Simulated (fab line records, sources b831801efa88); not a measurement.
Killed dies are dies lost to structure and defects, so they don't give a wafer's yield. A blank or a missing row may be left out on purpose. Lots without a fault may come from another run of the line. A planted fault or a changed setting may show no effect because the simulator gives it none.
Tool commonality check | flow sky130 | 14 lots, 42 wafers sampled

WHY IT WAS OPENED
At SKY_METAL5_RS_MEAS_05 the reading METAL5_ALCU_RS is flagged on 2 of 14 lots. Wafers without a fault read 0.0272 ohm/sq, standard deviation 0.00032.
Rule: a lot is flagged when every wafer of it that has a number lies more than 4 standard deviations from that mean, or none has a number. The other lots count as sound.

lot  | measured     | on            | METAL5_ALCU_RS (ohm/sq), wafer by wafer | flag
L354 | day 43 20:27 | film_metro-02 | 0.0266 0.0267 0.0273                    |
L356 | day 44 13:59 | film_metro-01 | 0.0272 0.0269 0.0274                    |
L357 | day 44 17:23 | film_metro-03 | 0.0267 0.0273 0.0267                    |
L358 | day 45 08:36 | film_metro-03 | 0.0271 0.0277 0.0273                    |
L359 | day 45 09:23 | film_metro-02 | 0.0276 0.0271 0.0271                    |
L360 | day 45 18:14 | film_metro-03 | 0.0274 0.0273 0.0270                    |
L365 | day 46 19:53 | film_metro-02 | 8.5993 8.5774 8.5018                    | FLAGGED
L367 | day 47 07:43 | film_metro-02 | 8.6753 8.7807 8.7093                    | FLAGGED
L370 | day 48 00:43 | film_metro-01 | 0.0276 0.0276 0.0272                    |
L371 | day 48 03:02 | film_metro-02 | 0.0269 0.0270 0.0269                    |
L372 | day 48 06:16 | film_metro-03 | 0.0275 0.0273 0.0273                    |
L373 | day 48 08:33 | film_metro-03 | 0.0274 0.0268 0.0267                    |
L374 | day 48 23:11 | film_metro-02 | 0.0273 0.0274 0.0270                    |
L376 | day 49 03:35 | film_metro-03 | 0.0276 0.0274 0.0276                    |
The numbers of the flagged lots are 8.6406 ohm/sq on average: +8.6134 ohm/sq against the usual, or +99 or more standard deviations.

WHICH TOOL RAN EACH LOT
The record holds 4 process steps before the reading, out of a route of 708 steps. In each cell: the tool, then ch and the chambers that the sampled wafers went through, then the start.
lot  | flag    | SKY_VIA4_ETCH_12                   | SKY_VIA4_STRIP_13                    | SKY_METAL5_SPUTTER_02        | SKY_METAL5_SPUTTER_03
L354 |         | rie_diel-01 ch 0,1,3, day 43 18:55 | plasma_asher-02 ch 0,1, day 43 18:59 | pvd_sputter-03, day 43 20:20 | pvd_sputter-03, day 43 20:23
L356 |         | rie_diel-01 ch 0,1, day 44 12:10   | plasma_asher-03 ch 0,1, day 44 12:14 | pvd_sputter-01, day 44 13:52 | pvd_sputter-01, day 44 13:55
L357 |         | rie_diel-01 ch 0,1,3, day 44 15:46 | plasma_asher-02 ch 0,1, day 44 15:53 | pvd_sputter-03, day 44 17:13 | pvd_sputter-03, day 44 17:16
L358 |         | rie_diel-02 ch 2,3, day 45 07:00   | plasma_asher-03 ch 0,1, day 45 07:04 | pvd_sputter-01, day 45 08:29 | pvd_sputter-01, day 45 08:32
L359 |         | rie_diel-02 ch 1,2, day 45 07:39   | plasma_asher-03 ch 0,1, day 45 07:45 | pvd_sputter-03, day 45 09:14 | pvd_sputter-03, day 45 09:17
L360 |         | rie_diel-01 ch 1,2,3, day 45 16:42 | plasma_asher-02 ch 0, day 45 16:46   | pvd_sputter-04, day 45 18:06 | pvd_sputter-04, day 45 18:09
L365 | FLAGGED | rie_diel-02 ch 0,3, day 46 18:16   | plasma_asher-03 ch 0,1, day 46 18:20 | pvd_sputter-04, day 46 19:46 | pvd_sputter-04, day 46 19:49
L367 | FLAGGED | rie_diel-01 ch 0,2,3, day 47 06:07 | plasma_asher-01 ch 0,1, day 47 06:14 | pvd_sputter-03, day 47 07:34 | pvd_sputter-03, day 47 07:37
L370 |         | rie_diel-04 ch 0,1,2, day 47 23:06 | plasma_asher-01 ch 0,1, day 47 23:12 | pvd_sputter-01, day 48 00:33 | pvd_sputter-01, day 48 00:36
L371 |         | rie_diel-01 ch 0,1,2, day 48 01:19 | plasma_asher-03 ch 0,1, day 48 01:23 | pvd_sputter-03, day 48 02:55 | pvd_sputter-03, day 48 02:58
L372 |         | rie_diel-02 ch 1,2, day 48 04:43   | plasma_asher-03 ch 0,1, day 48 04:47 | pvd_sputter-03, day 48 06:10 | pvd_sputter-03, day 48 06:13
L373 |         | rie_diel-04 ch 1,2, day 48 06:58   | plasma_asher-02 ch 0,1, day 48 07:02 | pvd_sputter-04, day 48 08:25 | pvd_sputter-04, day 48 08:28
L374 |         | rie_diel-01 ch 0,2,3, day 48 21:16 | plasma_asher-03 ch 0,1, day 48 21:20 | pvd_sputter-03, day 48 23:03 | pvd_sputter-03, day 48 23:06
L376 |         | rie_diel-01 ch 0,2, day 49 02:04   | plasma_asher-03 ch 0,1, day 49 02:08 | pvd_sputter-03, day 49 03:29 | pvd_sputter-03, day 49 03:32
What these steps do:
- SKY_VIA4_ETCH_12: etches SiO2 in C4F8/O2/Ar, stops on TiN, target depth 580 nm.
- SKY_VIA4_STRIP_13: strips in O2/N2.
- SKY_METAL5_SPUTTER_02: material AlCu, target thk 1150 nm, time 61.2 s.
- SKY_METAL5_SPUTTER_03: material Ti, target thk 5 nm, time 3.3 s.
- SKY_METAL5_RS_MEAS_05: measures by four-point-probe.

FLAGGED OVER TOTAL, TOOL BY TOOL (the gauges that took the reading come last)
step                  | tool            | lots run | flagged | share of the flagged lots | sound lots run after its first flagged lot
SKY_VIA4_ETCH_12      | rie_diel-01     | 8        | 1       | some                      | 3 (L371,L374,L376)
SKY_VIA4_ETCH_12      | rie_diel-02     | 4        | 1       | some                      | 1 (L372)
SKY_VIA4_ETCH_12      | rie_diel-04     | 2        | 0       | none                      | -
SKY_VIA4_STRIP_13     | plasma_asher-01 | 2        | 1       | some                      | 1 (L370)
SKY_VIA4_STRIP_13     | plasma_asher-02 | 4        | 0       | none                      | -
SKY_VIA4_STRIP_13     | plasma_asher-03 | 8        | 1       | some                      | 4 (L371,L372,L374,L376)
SKY_METAL5_SPUTTER_02 | pvd_sputter-01  | 3        | 0       | none                      | -
SKY_METAL5_SPUTTER_02 | pvd_sputter-03  | 8        | 1       | some                      | 4 (L371,L372,L374,L376)
SKY_METAL5_SPUTTER_02 | pvd_sputter-04  | 3        | 1       | some                      | 1 (L373)
SKY_METAL5_SPUTTER_03 | pvd_sputter-01  | 3        | 0       | none                      | -
SKY_METAL5_SPUTTER_03 | pvd_sputter-03  | 8        | 1       | some                      | 4 (L371,L372,L374,L376)
SKY_METAL5_SPUTTER_03 | pvd_sputter-04  | 3        | 1       | some                      | 1 (L373)
SKY_METAL5_RS_MEAS_05 | film_metro-01   | 2        | 0       | none                      | -
SKY_METAL5_RS_MEAS_05 | film_metro-02   | 6        | 2       | all                       | 2 (L371,L374)
SKY_METAL5_RS_MEAS_05 | film_metro-03   | 6        | 0       | none                      | -

WHAT THE TABLE ALLOWS
1 row of the table ran every flagged lot: film_metro-02 at SKY_METAL5_RS_MEAS_05.
- film_metro-02 at SKY_METAL5_RS_MEAS_05: 2 of its 6 lots flagged. Sound lots ran on it after the first flagged one (L371, L374), which a lasting fault on the whole tool wouldn't allow.
No row of the table ran every flagged lot and no sound lot after the first.

WHAT THE SIMULATOR HAD PUT IN
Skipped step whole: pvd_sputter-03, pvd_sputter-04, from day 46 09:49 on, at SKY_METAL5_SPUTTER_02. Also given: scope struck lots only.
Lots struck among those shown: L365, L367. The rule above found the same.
